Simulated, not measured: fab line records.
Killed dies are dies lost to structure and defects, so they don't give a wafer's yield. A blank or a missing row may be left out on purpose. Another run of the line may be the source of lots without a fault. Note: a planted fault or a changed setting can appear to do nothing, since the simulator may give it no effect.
What tool caused it? -- flow sky130 -- 17 wafers from 6 lots sampled at 2 of the route's 708 steps

## WHAT THE GAUGES SHOWED, per wafer
SKY_LI_CONTACT_RS_MEAS_22: uses a four-point probe to measure.
lot,measured,on,LI_CONTACT_W_RS (ohm/sq)
L194,day 30 08:16,film metro-03,0.2906 0.2851 0.2859
L197,day 31 18:43,film metro-04,0.2894 0.2865 0.2866
L200,day 32 04:49,film metro-04,0.2820 0.2879 0.2850
L203,day 33 02:29,film metro-03,0.2866 0.2867 0.2903
L206,day 33 22:38,film metro-01,0.2658 0.2905 0.2666 0.2907
L214,day 36 07:43,film metro-04,0.2855 0.2847 0.2846

## EACH LOT AND THE TOOL THAT RAN IT (in order: tool; ch and the chambers of the sampled wafers; start)
lot,SKY_LI_CONTACT_CVD_21
L194,"cvd w-02 ch 0,1, day 30 08:08"
L197,"cvd w-01 ch 0,1, day 31 18:35"
L200,"cvd w-01 ch 0,1, day 32 04:42"
L203,"cvd w-01 ch 0,1, day 33 02:22"
L206,"cvd w-01 ch 0,1, day 33 22:31"
L214,"cvd w-02 ch 0, day 36 07:35"
- SKY_LI_CONTACT_CVD_21: deposits W, target thk 400 nm, time 120.56 s.

## THE ANSWER, worked out from the rows above alone
Rule: usual is defined by the lots themselves. The widest of any qualifying gaps counts: lots, ordered by their means at a reading, are off when they make up no more than a third of the lots, leave a main group of 4 or more, and stand apart from it by 3 or more times the standard deviation of that group's means. The tables above print the reading to a certain number of digits; a main group whose means all agree to those digits is not used. Also off: a lot with no number at a reading for which 4 or more lots have one. Where the step has rows for the other lots, those lots are counted as sound.
Off: at SKY_LI_CONTACT_RS_MEAS_22 (LI_CONTACT_W_RS), L206. Main group: mean 0.2865 ohm/sq, sd 0.0013.
A tool fits if, at a process step before that reading, it ran every lot that is off, and no sound lot after the first of them. The gauges at SKY_LI_CONTACT_RS_MEAS_22 are tried like those tools. This does not decide it: 2 tools fit, namely cvd w-01 at SKY_LI_CONTACT_CVD_21 and film metro-01 at SKY_LI_CONTACT_RS_MEAS_22.

## WHAT WAS PUT IN BY THE SIMULATOR
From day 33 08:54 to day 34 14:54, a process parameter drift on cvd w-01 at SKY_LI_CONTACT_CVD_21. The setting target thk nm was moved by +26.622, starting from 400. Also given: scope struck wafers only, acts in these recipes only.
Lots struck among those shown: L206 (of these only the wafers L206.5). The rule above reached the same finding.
